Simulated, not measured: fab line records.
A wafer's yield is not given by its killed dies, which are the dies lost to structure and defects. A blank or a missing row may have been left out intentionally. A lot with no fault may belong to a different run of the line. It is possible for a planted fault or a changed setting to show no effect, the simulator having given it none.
Which tool is to blame? | flow gf180mcu | Sampling: 13 lots, 39 wafers, 5 of 602 route steps

WHAT THE GAUGES READ, wafer by wafer
GF_V4_BOW_MEAS_05.
lot  | measured     | on            | V4_BOW (um)
L884 | day 23 21:36 | film-metro-03 | 132 131 128
L886 | day 24 11:11 | film-metro-02 | 124 125 126
L887 | day 24 22:32 | film-metro-03 | 161 155 136
L888 | day 25 05:03 | film-metro-04 | 117 122 130
L891 | day 26 07:07 | film-metro-04 | 143 137 141
L892 | day 26 13:41 | film-metro-02 | 113 112 118
L893 | day 27 04:47 | film-metro-04 | 135 134 141
L897 | day 28 06:41 | film-metro-04 | 134 131 136
L898 | day 28 12:46 | film-metro-03 | 133 136 138
L899 | day 28 17:45 | film-metro-04 | 130 131 139
L902 | day 29 12:32 | film-metro-03 | 124 122 130
L904 | day 30 05:48 | film-metro-03 | 140 142 144
L905 | day 30 16:35 | film-metro-03 | 150 138 153

GF_V4_CD_MEAS_14: the cd target is 260 nm.
lot  | measured     | on        | cd-nm (nm)
L884 | day 24 20:34 | cd-sem-02 | 262.5 261.3 262.3
L886 | day 25 08:44 | cd-sem-02 | 259.0 259.0 258.7
L887 | day 25 20:10 | cd-sem-02 | 262.0 259.7 259.8
L888 | day 26 02:59 | cd-sem-01 | 258.7 258.3 258.3
L891 | day 27 03:56 | cd-sem-01 | 259.5 260.5 259.8
L892 | day 27 10:44 | cd-sem-02 | 261.5 260.7 260.4
L893 | day 28 00:28 | cd-sem-01 | 249.6 249.9 250.1
L897 | day 29 01:49 | cd-sem-01 | 250.3 248.3 249.5
L898 | day 29 08:22 | cd-sem-01 | 259.7 257.6 258.3
L899 | day 29 12:55 | cd-sem-02 | 249.6 251.0 250.2
L902 | day 30 07:22 | cd-sem-02 | 260.9 260.1 260.4
L904 | day 30 23:58 | cd-sem-01 | 261.9 261.7 261.8
L905 | day 31 10:14 | cd-sem-01 | 258.3 258.5 259.4

GF_V4_OVL_MEAS_15.
lot  | measured     | on         | V4_OVL (nm)
L884 | day 24 20:41 | overlay-02 | 1 0 -7
L886 | day 25 08:50 | overlay-01 | 2 4 2
L887 | day 25 20:17 | overlay-02 | 15 5 18
L888 | day 26 03:06 | overlay-02 | 8 11 -5
L891 | day 27 04:02 | overlay-01 | 3 -9 2
L892 | day 27 10:50 | overlay-01 | 4 -3 0
L893 | day 28 00:32 | overlay-01 | -1 -2 1
L897 | day 29 01:56 | overlay-02 | 8 -8 -4
L898 | day 29 08:29 | overlay-01 | 1 -1 -8
L899 | day 29 13:02 | overlay-01 | 10 -3 -10
L902 | day 30 07:29 | overlay-01 | 0 -3 -1
L904 | day 31 00:03 | overlay-01 | 9 5 1
L905 | day 31 10:21 | overlay-01 | 8 7 4

WHAT TOOL EACH LOT RAN ON (gives the tool, then ch and the chambers of the sampled wafers, and finally the start)
lot  | GF_V4_CVD_02                    | GF_V4_SOFTBAKE_10
L884 | pecvd-02 ch 0,1, day 23 21:10   | litho-track-02 ch 0, day 24 09:00
L886 | pecvd-02 ch 0,1,2, day 24 10:43 | litho-track-02 ch 0, day 24 22:00
L887 | pecvd-04 ch 0,1,2, day 24 22:05 | litho-track-03 ch 0, day 25 09:00
L888 | pecvd-04 ch 0,1,2, day 25 04:36 | litho-track-03 ch 0, day 25 15:00
L891 | pecvd-01 ch 1,2, day 26 06:38   | litho-track-02 ch 0, day 26 18:00
L892 | pecvd-02 ch 0,1,2, day 26 13:09 | litho-track-02 ch 0, day 27 00:00
L893 | pecvd-04 ch 0,1,2, day 27 04:20 | litho-track-02 ch 0, day 27 14:00
L897 | pecvd-02 ch 0,1, day 28 06:14   | litho-track-02 ch 0, day 28 16:00
L898 | pecvd-04 ch 0,2, day 28 12:20   | litho-track-03 ch 0, day 28 22:00
L899 | pecvd-01 ch 0,1,2, day 28 17:19 | litho-track-02 ch 0, day 29 03:00
L902 | pecvd-04 ch 0,1, day 29 12:06   | litho-track-03 ch 0, day 29 22:00
L904 | pecvd-01 ch 0,1, day 30 05:20   | litho-track-03 ch 0, day 30 14:00
L905 | pecvd-02 ch 0,2, day 30 16:08   | litho-track-03 ch 0, day 31 01:00
- GF_V4_CVD_02: deposits SiO2 from TEOS, target thk 850 nm, time 94.851 s.
- GF_V4_SOFTBAKE_10: time 60 s.

AS READ BY THE TOOLS THEMSELVES (means over the sampled wafers that have a number; for cases with no such wafer, the mark the record gives instead)
GF_V4_CVD_02.
lot  | tool     | heater-power-w (W) | susceptor-temp-C (C)
L884 | pecvd-02 | 669                | 400.02
L886 | pecvd-02 | 592                | 399.87
L887 | pecvd-04 | 563                | 400.16
L888 | pecvd-04 | 576                | 399.98
L891 | pecvd-01 | 599                | 400.13
L892 | pecvd-02 | 641                | 400.07
L893 | pecvd-04 | 596                | 400.05
L897 | pecvd-02 | 621                | 400.28
L898 | pecvd-04 | 510                | 399.98
L899 | pecvd-01 | 660                | 400.07
L902 | pecvd-04 | 564                | 400.25
L904 | pecvd-01 | 593                | 400.05
L905 | pecvd-02 | 651                | 399.88

GF_V4_SOFTBAKE_10.
lot  | tool           | heater-power-total-W (W) | plate-temp-C (C)
L884 | litho-track-02 | 93.09                    | 129.89
L886 | litho-track-02 | 93.04                    | 130.03
L887 | litho-track-03 | 93.04                    | 130.05
L888 | litho-track-03 | 93.05                    | 129.86
L891 | litho-track-02 | 92.97                    | 129.97
L892 | litho-track-02 | 93.04                    | 130.03
L893 | litho-track-02 | 89.72                    | 126.35
L897 | litho-track-02 | 89.65                    | 126.48
L898 | litho-track-03 | 93.12                    | 130.07
L899 | litho-track-02 | 89.63                    | 126.37
L902 | litho-track-03 | 93.08                    | 130.11
L904 | litho-track-03 | 93.05                    | 129.75
L905 | litho-track-03 | 93.03                    | 130.11

THE ANSWER, worked out from the rows above alone
Rule: usual is defined by the lots themselves. The widest of any qualifying gaps counts: lots, ordered by their means at a reading, are off when they make up no more than a third of the lots, leave a main group of 4 or more, and stand apart from it by 3 or more times the standard deviation of that group's means. Not used: any main group whose means are identical at the precision the tables above print for the reading. A lot without any number at a reading at which 4 lots or more have one is off too. All remaining lots with rows at the step are treated as sound. Order of review: gauges by route order, followed by the tools' own readings, for which a lot's mean as printed above is used. The first step at which some lot is off is used, and at that step the reading that is off furthest; a lot without a number counts as furthest.
Off: L893, L897, L899 (GF_V4_CD_MEAS_14, cd-nm). For the main group the mean is 260.0 nm and the standard deviation 1.3.
If a tool, at a process step before that reading, ran all the lots that are off and no sound lot after the first of them, it fits. The gauges at GF_V4_CD_MEAS_14 aren't tried: what is off there is off at GF_V4_SOFTBAKE_10 too, on other tools, and a gauge's error can't cause that. One fits: litho-track-02 at GF_V4_SOFTBAKE_10. A fault onset in the window from L892 (day 27 00:00, its last sound lot) to L893 (day 27 14:00, its first lot off) fits.
The tool's own readings at GF_V4_SOFTBAKE_10 bear it out: on the lots that are off they differ by more than 5 times the standard deviation of the sound lots' means. heater-power-total-W reads 89.67 W there against 93.05 W on the sound lots; plate-temp-C reads 126.40 C there against 129.99 C on the sound lots.

WHAT WAS PUT IN BY THE SIMULATOR
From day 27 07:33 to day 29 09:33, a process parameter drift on litho-track-02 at GF_V4_SOFTBAKE_10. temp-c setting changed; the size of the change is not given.
Struck lots among those shown: L893, L897, L899. The rule above found the same.
